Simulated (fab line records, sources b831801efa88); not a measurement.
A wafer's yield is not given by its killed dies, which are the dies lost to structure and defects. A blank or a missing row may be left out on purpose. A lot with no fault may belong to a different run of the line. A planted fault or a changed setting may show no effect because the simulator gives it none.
The tool behind it: which one? || flow gf180mcu || 18 wafers from 6 lots sampled at 2 of the route's 602 steps

## WHAT THE GAUGES SHOWED, per wafer
GF_VT_IMPLANT_TW_MEAS_21.
{"lot": "L834", "measured": "day 6 14:57", "on": "film metro-02", "VT_IMPLANT_2_TW": "1223 1220 1216"}
{"lot": "L836", "measured": "day 7 05:23", "on": "film metro-02", "VT_IMPLANT_2_TW": "1219 1208 1222"}
{"lot": "L840", "measured": "day 8 02:15", "on": "film metro-02", "VT_IMPLANT_2_TW": "1217 1219 1220"}
{"lot": "L842", "measured": "day 8 17:35", "on": "film metro-04", "VT_IMPLANT_2_TW": "1214 1212 1216"}
{"lot": "L846", "measured": "day 9 16:02", "on": "film metro-02", "VT_IMPLANT_2_TW": "1219 1218 1216"}
{"lot": "L854", "measured": "day 11 16:25", "on": "film metro-02", "VT_IMPLANT_2_TW": "1224 1216 1215"}

## TOOL THAT RAN EACH LOT (tool first, then ch and the chambers of the sampled wafers, then the start)
{"lot": "L834", "GF_VT_IMPLANT_STRIP_09": "plasma asher-04 ch 0,1, day 5 23:13"}
{"lot": "L836", "GF_VT_IMPLANT_STRIP_09": "plasma asher-02 ch 0,1, day 6 13:56"}
{"lot": "L840", "GF_VT_IMPLANT_STRIP_09": "plasma asher-02 ch 0, day 7 09:44"}
{"lot": "L842", "GF_VT_IMPLANT_STRIP_09": "plasma asher-02 ch 0,1, day 8 01:13"}
{"lot": "L846", "GF_VT_IMPLANT_STRIP_09": "plasma asher-04 ch 0,1, day 8 22:17"}
{"lot": "L854", "GF_VT_IMPLANT_STRIP_09": "plasma asher-02 ch 0,1, day 10 22:40"}
- GF_VT_IMPLANT_STRIP_09: strips in O2/N2.

## THE ANSWER, worked out from the rows above alone
Rule: usual is defined by the lots themselves. Put in order of their means at a reading, lots are off if they are a third of the lots or fewer, leave a main group of 4 or more, and stand apart from it by a gap of 3 or more times the standard deviation of the main group's means; of several such gaps the widest counts. The tables above print the reading to a certain number of digits; a main group whose means all agree to those digits is not used. Also off: a lot with no number at a reading for which 4 or more lots have one. Any other lot the step has rows for is counted as sound.
No lot is off on any of the readings shown, so nothing can be concluded from this.

## WHAT THE SIMULATOR PUT IN
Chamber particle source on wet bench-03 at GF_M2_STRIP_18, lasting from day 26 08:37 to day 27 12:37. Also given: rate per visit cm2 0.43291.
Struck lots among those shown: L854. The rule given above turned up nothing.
